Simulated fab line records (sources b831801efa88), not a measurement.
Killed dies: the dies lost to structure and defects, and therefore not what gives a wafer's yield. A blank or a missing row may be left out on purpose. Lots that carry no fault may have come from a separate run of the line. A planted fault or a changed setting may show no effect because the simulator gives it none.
fab line records    flow sky130
[record] lots = 12  wafers = 36  last-day = 50
route steps=708 shown SD_P@330 SD_N@349 LI_CONTACT@363 PAD_OPEN@708
lots that met no fault: taken from a fault-free run of the same line
start-h: hours from the record's opening day to when the first of the lot's shown wafers began    wait-h: hours elapsed since this lot's preceding step    " identical to the entry in the row above    L1.1+2: a row that stands for several wafers    - value missing, or start not given    * or withheld: withheld    < > ~ a bound
route shown NAME@n: a module of which the file shows steps, and the number in the route of the first    usual: average and standard deviation across the fault-free wafers    same: alike in all rows    chamber/n: place in a boat    sites: readings site by site    _std_site: standard deviation across them    _edge_site: inner sites' mean taken away from outer sites' mean    radius-mm: how far each site lies from the wafer's centre    mask NAME#n: copy n    behind: the tool/chamber that last shaped the wafer    hold: cause of the lot's hold/its duration in hours/its outcome    device: which transistor (n, p or np) failed to switch    end of line: the route-end tests of the same wafers    step lacking rows: just its recipe    killed: at the first sort, the dies lost to defects and structure; wafer yield is something else    map: a wafer's dies, x killed, . not, _ none there
set.NAME: the setting that was run; set.NAME@STEP: the one run at that earlier step    model.NAME: the simulator's own value behind a step, which no gauge read
steps of the route over a sample of lots; a table a step, a row a wafer
services: the hour from which a tool's chamber was out of use, counted from the record's first day as start-h (under 0 if before that day), plus the number of hours and why
[[steps]]
[step SKY_SD_P_STRIP_10]
[recipe] chemistry = O2/N2  power-w = 1400  pressure-mtorr = 1500  platen-temp-c = withheld  o2-flow-sccm = 3000  n2-flow-sccm = 300  overash-fraction = 0.5
[usual] drypump-motor-current-A = 5.89/0.28  oes-product-au = 0.618/0.0045  strip-time-to-endpoint-s = 17.49/0.04
lot.wafer  tool             chamber  start-h  wait-h  drypump-motor-current-A  oes-product-au  rf-hours-counter-h  strip-time-to-endpoint-s
L333.2     plasma-asher-03  0        589.73   0.1     5.58                     0.615           15                  17.45
L333.4     "                1        "        "       6.04                     0.616           -                   17.50
L333.5     "                0        "        "       5.55                     0.617           -                   17.45
L334.1     plasma-asher-03  0        598.60   0.1     5.57                     0.614           16                  17.46
L334.5     "                1        "        "       6.04                     0.621           -                   17.47
L334.6     "                0        "        "       5.55                     0.611           -                   17.50
L335.2     plasma-asher-03  0        609.70   0.1     5.55                     0.629           17                  17.48
L335.5     "                1        "        "       6.04                     0.623           -                   17.51
L335.6     "                0        "        "       5.59                     0.621           -                   17.50
L337.2     plasma-asher-04  1        630.75   0.1     5.94                     0.618           93                  17.53
L337.3     "                0        "        "       6.25                     0.619           -                   17.56
L337.4     "                1        "        "       5.94                     0.621           -                   17.58
L341.2     plasma-asher-02  0        668.23   0.1     5.50                     0.614           55                  17.50
L341.4     "                1        "        "       6.13                     0.620           -                   17.49
L341.6     "                0        "        "       5.49                     0.614           -                   17.50
L344.1     plasma-asher-02  1        691.07   0.1     6.15                     0.618           58                  17.45
L344.2     "                0        "        "       5.53                     0.624           58                  17.43
L344.4     "                0        "        "       5.52                     0.622           -                   17.44
L345.3     plasma-asher-02  1        700.53   0.1     6.14                     0.620           -                   17.48
L345.4     "                0        "        "       5.50                     0.626           -                   17.54
L345.6     "                1        "        "       6.14                     0.611           -                   17.54
L347.1     plasma-asher-02  0        717.27   0.1     5.50                     0.617           61                  17.46
L347.2     "                1        "        "       6.16                     0.614           61                  17.47
L347.4     "                1        "        "       6.14                     0.613           -                   17.48
L348.2     plasma-asher-02  1        721.40   0.1     6.16                     0.618           61                  17.41
L348.5     "                0        "        "       5.50                     0.612           -                   17.40
L348.6     "                1        "        "       6.16                     0.620           -                   17.43
L350.1     plasma-asher-03  1        733.10   0.1     6.02                     0.618           32                  17.52
L350.3     "                1        "        "       6.00                     0.612           -                   17.49
L350.4     "                0        "        "       5.57                     0.618           -                   17.52
L351.4     plasma-asher-03  1        758.06   0.1     6.04                     0.625           -                   17.47
L351.5     "                0        "        "       5.59                     0.617           -                   17.46
L351.6     "                1        "        "       6.05                     0.613           -                   17.46
L354.4     plasma-asher-04  0        764.88   0.1     6.21                     0.613           -                   17.52
L354.5     "                1        "        "       5.93                     0.614           -                   17.55
L354.6     "                0        "        "       6.24                     0.616           -                   17.49
[step SKY_SD_N_CD_MEAS_07]
[recipe] target-cd-nm = 380
[usual] cd-nm = 380.5/2.3
lot.wafer  tool       chamber  start-h  wait-h  cd-nm
L333.2     cd-sem-02  -        647.81   0.1     380.2
L333.4     "          -        "        "       381.4
L333.5     "          -        "        "       379.0
L334.1     cd-sem-02  -        656.32   0.1     380.7
L334.5     "          -        "        "       383.0
L334.6     "          -        "        "       382.2
L335.2     cd-sem-02  -        665.76   0.1     380.9
L335.5     "          -        "        "       380.4
L335.6     "          -        "        "       379.4
L337.2     cd-sem-02  -        687.16   0.1     382.0
L337.3     "          -        "        "       379.6
L337.4     "          -        "        "       383.3
L341.2     cd-sem-01  -        724.31   0.1     379.1
L341.4     "          -        "        "       378.5
L341.6     "          -        "        "       377.7
L344.1     cd-sem-01  -        746.34   0.1     385.3
L344.2     "          -        "        "       382.3
L344.4     "          -        "        "       384.3
L345.3     cd-sem-02  -        754.88   0.1     379.4
L345.4     "          -        "        "       380.4
L345.6     "          -        "        "       379.3
L347.1     cd-sem-02  -        771.92   0.1     376.7
L347.2     "          -        "        "       379.5
L347.4     "          -        "        "       375.0
L348.2     cd-sem-02  -        776.21   0.1     376.1
L348.5     "          -        "        "       378.6
L348.6     "          -        "        "       377.8
L350.1     cd-sem-02  -        785.82   0.1     380.8
L350.3     "          -        "        "       382.8
L350.4     "          -        "        "       376.8
L351.4     cd-sem-02  -        809.45   0.1     380.4
L351.5     "          -        "        "       377.3
L351.6     "          -        "        "       379.6
L354.4     cd-sem-01  -        817.43   0.1     382.8
L354.5     "          -        "        "       381.7
L354.6     "          -        "        "       383.2
[step SKY_SD_N_RTA_14]
[recipe] temp-c = 1075  time-s = 2  idle-temp-c = 650  ramp-up-c-per-s = 150  ramp-down-c-per-s = 90  ambient = N2
[usual] lamp-power-pct = 15.73/0.051  wafer_temp_C_max = 1078.1/1.4
lot.wafer  tool           chamber  start-h  wait-h  lamp-power-pct  wafer_temp_C_max
L333.2     rtp-anneal-02  0        648.47   0.0     15.76           1076.0
L333.4     "              0        "        "       15.74           1079.3
L333.5     "              0        "        "       15.73           1075.7
L334.1     rtp-anneal-01  0        656.99   0.0     15.86           1079.1
L334.5     "              0        "        "       15.71           1077.7
L334.6     "              0        "        "       15.72           1079.6
L335.2     rtp-anneal-02  0        666.41   0.0     15.70           1076.3
L335.5     "              0        "        "       15.74           1075.0
L335.6     "              0        "        "       15.71           1076.7
L337.2     rtp-anneal-02  0        687.82   0.0     15.77           1079.6
L337.3     "              0        "        "       15.72           1077.2
L337.4     "              0        "        "       15.79           1077.3
L341.2     rtp-anneal-02  0        724.97   0.0     15.68           1077.1
L341.4     "              0        "        "       15.66           1078.8
L341.6     "              0        "        "       15.80           1077.8
L344.1     rtp-anneal-01  0        747.01   0.0     15.81           1079.8
L344.2     "              0        "        "       15.72           1076.3
L344.4     "              0        "        "       15.71           1077.1
L345.3     rtp-anneal-02  0        755.52   0.0     15.71           1077.7
L345.4     "              0        "        "       15.80           1078.4
L345.6     "              0        "        "       15.72           1078.1
L347.1     rtp-anneal-02  0        772.59   0.0     15.79           1077.7
L347.2     "              0        "        "       15.63           1078.2
L347.4     "              0        "        "       15.72           1079.0
L348.2     rtp-anneal-01  0        776.86   0.0     15.77           1079.7
L348.5     "              0        "        "       15.70           1076.6
L348.6     "              0        "        "       15.67           1078.5
L350.1     rtp-anneal-01  0        786.54   0.0     15.81           1079.2
L350.3     "              0        "        "       15.70           1077.3
L350.4     "              0        "        "       15.79           1079.3
L351.4     rtp-anneal-01  0        810.09   0.0     15.71           1077.0
L351.5     "              0        "        "       15.77           1075.8
L351.6     "              0        "        "       15.70           1080.3
L354.4     rtp-anneal-01  0        818.07   0.0     15.80           1078.3
L354.5     "              0        "        "       15.68           1079.7
L354.6     "              0        "        "       15.77           1077.5
[step SKY_SD_N_RS_MEAS_16]
[recipe] thk-meas-gauge = four-point-probe
[usual] SD_N_RS = 68.54/0.14
lot.wafer  tool           chamber  start-h  wait-h  SD_N_RS[ohm/sq]
L333.2     film-metro-02  -        648.65   0.1     68.36
L333.4     "              -        "        "       68.34
L333.5     "              -        "        "       68.46
L334.1     film-metro-01  -        657.16   0.1     68.84
L334.5     "              -        "        "       68.61
L334.6     "              -        "        "       68.48
L335.2     film-metro-02  -        666.60   0.1     68.36
L335.5     "              -        "        "       68.39
L335.6     "              -        "        "       68.58
L337.2     film-metro-02  -        688.00   0.1     68.50
L337.3     "              -        "        "       68.50
L337.4     "              -        "        "       68.51
L341.2     film-metro-02  -        725.15   0.1     68.31
L341.4     "              -        "        "       68.33
L341.6     "              -        "        "       68.33
L344.1     film-metro-01  -        747.18   0.1     68.56
L344.2     "              -        "        "       68.59
L344.4     "              -        "        "       68.40
L345.3     film-metro-02  -        755.72   0.1     71.05
L345.4     "              -        "        "       71.06
L345.6     "              -        "        "       71.09
L347.1     film-metro-03  -        772.77   0.1     71.26
L347.2     "              -        "        "       71.18
L347.4     "              -        "        "       71.24
L348.2     film-metro-02  -        777.05   0.1     68.47
L348.5     "              -        "        "       68.55
L348.6     "              -        "        "       68.47
L350.1     film-metro-02  -        786.71   0.1     68.52
L350.3     "              -        "        "       68.62
L350.4     "              -        "        "       68.59
L351.4     film-metro-02  -        810.29   0.1     68.80
L351.5     "              -        "        "       68.57
L351.6     "              -        "        "       68.56
L354.4     film-metro-01  -        818.28   0.1     68.71
L354.5     "              -        "        "       68.75
L354.6     "              -        "        "       68.65
[step SKY_SD_N_RS_MEAS_17]
[recipe] thk-meas-gauge = four-point-probe
[usual] SD_P_RS = 147.1/0.35
lot.wafer  tool           chamber  start-h  wait-h  SD_P_RS[ohm/sq]
L333.2     film-metro-02  -        648.77   0.1     147.0
L333.4     "              -        "        "       147.5
L333.5     "              -        "        "       147.4
L334.1     film-metro-01  -        657.28   0.1     147.4
L334.5     "              -        "        "       147.1
L334.6     "              -        "        "       146.9
L335.2     film-metro-02  -        666.72   0.1     146.4
L335.5     "              -        "        "       147.2
L335.6     "              -        "        "       146.9
L337.2     film-metro-02  -        688.12   0.1     147.2
L337.3     "              -        "        "       147.3
L337.4     "              -        "        "       146.9
L341.2     film-metro-02  -        725.27   0.1     146.4
L341.4     "              -        "        "       146.4
L341.6     "              -        "        "       146.7
L344.1     film-metro-01  -        747.30   0.1     146.6
L344.2     "              -        "        "       147.2
L344.4     "              -        "        "       146.2
L345.3     film-metro-02  -        755.84   0.1     162.0
L345.4     "              -        "        "       162.2
L345.6     "              -        "        "       161.9
L347.1     film-metro-03  -        772.89   0.1     162.1
L347.2     "              -        "        "       162.5
L347.4     "              -        "        "       162.5
L348.2     film-metro-02  -        777.17   0.1     147.2
L348.5     "              -        "        "       147.5
L348.6     "              -        "        "       147.1
L350.1     film-metro-02  -        786.83   0.1     147.8
L350.3     "              -        "        "       147.6
L350.4     "              -        "        "       147.9
L351.4     film-metro-02  -        810.41   0.1     147.6
L351.5     "              -        "        "       147.1
L351.6     "              -        "        "       146.8
L354.4     film-metro-01  -        818.40   0.1     147.4
L354.5     "              -        "        "       147.4
L354.6     "              -        "        "       146.8
[step SKY_LI_CONTACT_THK_MEAS_01]
[recipe] reads = PSG_of_LI_CONTACT_HDPCVD_00
[usual] LI_CONTACT_HDPCVD_THK = 926/9.6
lot.wafer  tool           chamber  start-h  wait-h  LI_CONTACT_HDPCVD_THK[nm]
L333.2     film-metro-03  -        649.12   0.1     926
L333.4     "              -        "        "       926
L333.5     "              -        "        "       927
L334.1     film-metro-03  -        657.64   0.1     926
L334.5     "              -        "        "       922
L334.6     "              -        "        "       911
L335.2     film-metro-01  -        667.07   0.1     918
L335.5     "              -        "        "       920
L335.6     "              -        "        "       937
L337.2     film-metro-01  -        688.47   0.1     940
L337.3     "              -        "        "       927
L337.4     "              -        "        "       925
L341.2     film-metro-03  -        725.62   0.1     918
L341.4     "              -        "        "       936
L341.6     "              -        "        "       934
L344.1     film-metro-02  -        747.66   0.1     913
L344.2     "              -        "        "       928
L344.4     "              -        "        "       922
L345.3     film-metro-03  -        756.18   0.1     940
L345.4     "              -        "        "       936
L345.6     "              -        "        "       950
L347.1     film-metro-02  -        773.25   0.1     929
L347.2     "              -        "        "       922
L347.4     "              -        "        "       925
L348.2     film-metro-02  -        777.52   0.1     917
L348.5     "              -        "        "       933
L348.6     "              -        "        "       914
L350.1     film-metro-03  -        787.19   0.1     925
L350.3     "              -        "        "       911
L350.4     "              -        "        "       909
L351.4     film-metro-01  -        810.80   0.1     930
L351.5     "              -        "        "       932
L351.6     "              -        "        "       919
L354.4     film-metro-02  -        818.73   0.0     918
L354.5     "              -        "        "       936
L354.6     "              -        "        "       930
[step SKY_PAD_OPEN_PROBE_99]
[usual] killed_at_M0_to_M3 = 43/6.7  killed_at_M4_up = 3.0/1.9  killed-at-contacts = 25/5.4  killed-at-front-end = 16/4.5  killed-at-other = 0.4/0.62  killed-dies = 87/9.6  killed-open = 47/7  killed-short = 39/6.1
[same] gross-dies = 492  killed-at-back-side = 0
lot.wafer  tool       chamber  start-h  wait-h  killed_at_M0_to_M3  killed_at_M4_up  killed-at-contacts  killed-at-front-end  killed-at-other  killed-dies  killed-open  killed-short
L347.1     prober-02  -        1161.31  0.1     41                  8                24                  11                   0                84           41           42
L347.2     prober-02  -        1161.36  0.1     46                  3                24                  15                   1                89           42           47
L347.4     prober-02  -        1161.46  0.2     50                  3                23                  18                   0                94           50           44
L348.2     prober-01  -        1166.06  0.1     35                  2                21                  19                   0                77           41           36
L348.5     prober-01  -        1166.21  0.2     58                  1                16                  14                   1                90           56           34
L348.6     prober-01  -        1166.26  0.2     46                  6                23                  22                   0                97           57           40
// killed by level:class
L347.1 CONTACT:geometric-particle:open=8 VIA1:geometric-particle:short=8 VIA1:geometric-particle:open=8 VIA2:geometric-particle:open=7 LI_CONTACT:geometric-particle:open=7 FIELD_ISO:geometric-particle:short=5 METAL4:geometric-particle:short=5 LOCAL_INTERCONNECT:geometric-particle:short=4
L347.2 VIA1:geometric-particle:open=10 VIA1:geometric-particle:short=8 CONTACT:geometric-particle:open=7 METAL2:geometric-particle:short=7 LI_CONTACT:geometric-particle:open=6 POLY_GATE:geometric-particle:short=5 LOCAL_INTERCONNECT:geometric-particle:short=5 METAL1:geometric-particle:short=4
L347.4 VIA1:geometric-particle:open=12 FIELD_ISO:geometric-particle:short=8 LI_CONTACT:geometric-particle:open=7 METAL2:geometric-particle:short=7 CONTACT:geometric-particle:open=7 VIA2:geometric-particle:open=6 VIA3:geometric-particle:open=5 FIELD_ISO:geometric-particle:open=4
L348.2 VIA1:geometric-particle:open=11 FIELD_ISO:geometric-particle:short=9 POLY_GATE:geometric-particle:open=5 VIA3:geometric-particle:open=5 FIELD_ISO:geometric-particle:open=4 LI_CONTACT:geometric-particle:short=4 LI_CONTACT:geometric-particle:open=4 LOCAL_INTERCONNECT:geometric-particle:short=4
L348.5 VIA1:geometric-particle:open=21 LI_CONTACT:geometric-particle:open=9 VIA1:geometric-particle:short=8 VIA3:geometric-particle:open=7 METAL1:geometric-particle:short=5 VIA2:geometric-particle:open=5 FIELD_ISO:geometric-particle:open=4 POLY_GATE:geometric-particle:short=4
L348.6 VIA1:geometric-particle:open=14 CONTACT:geometric-particle:open=9 FIELD_ISO:geometric-particle:short=6 VIA1:geometric-particle:short=6 VIA2:geometric-particle:open=6 VIA3:geometric-particle:open=6 FIELD_ISO:geometric-particle:open=4 POLY_GATE:geometric-particle:open=4
[[services]]
tool             chamber  start-h  hours  kind
plasma-asher-03  -        572.16   2.1    repair
plasma-asher-02  -        574.84   2.2    repair
plasma-asher-04  -        601.37   9.2    pm
plasma-asher-03  -        602.22   2.1    repair
plasma-asher-04  -        664.44   42.7   repair
plasma-asher-04  -        733.75   9.0    pm
plasma-asher-04  0        733.75   9.0    vent-cycle
plasma-asher-04  1        733.75   9.0    vent-cycle
plasma-asher-04  0        742.75   -      clean
plasma-asher-04  1        742.75   -      clean
plasma-asher-04  -        751.71   2.4    repair
plasma-asher-04  -        781.29   1.2    repair
[[key]]
[first-sign] step = SKY_SD_N_RS_MEAS_16  reading = SD_N_RS  direction = up  sigmas = 19  usual = 68.54  struck = 71.15
[effect] step = SKY_SD_N_RS_MEAS_17  reading = SD_P_RS  direction = up  sigmas = 43  usual = 147.1  struck = 162.2
met-at SKY_SD_N_RTA_14
struck-lots L345,L347
tester-left-out L345,L347
not-acting-at SKY_SD_P_STRIP_10,SKY_SD_N_CD_MEAS_07,SKY_LI_CONTACT_THK_MEAS_01
onset-between 724.97 755.52
[fault] kind = process-parameter-drift  tool = rtp-anneal-02  chamber = -  onset-h = 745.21  steps = SKY_SD_N_RTA_14  channel = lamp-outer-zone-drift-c  offset = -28  shape = step  end-h = 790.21
// tester-left-out: of these lots the tester's yield and bins aren't shown, on N5 and GAA mostly nor the transistor test; their killed dies are dies lost to structure and defects alone, not to doping, threshold or leakage, so they don't give the yield
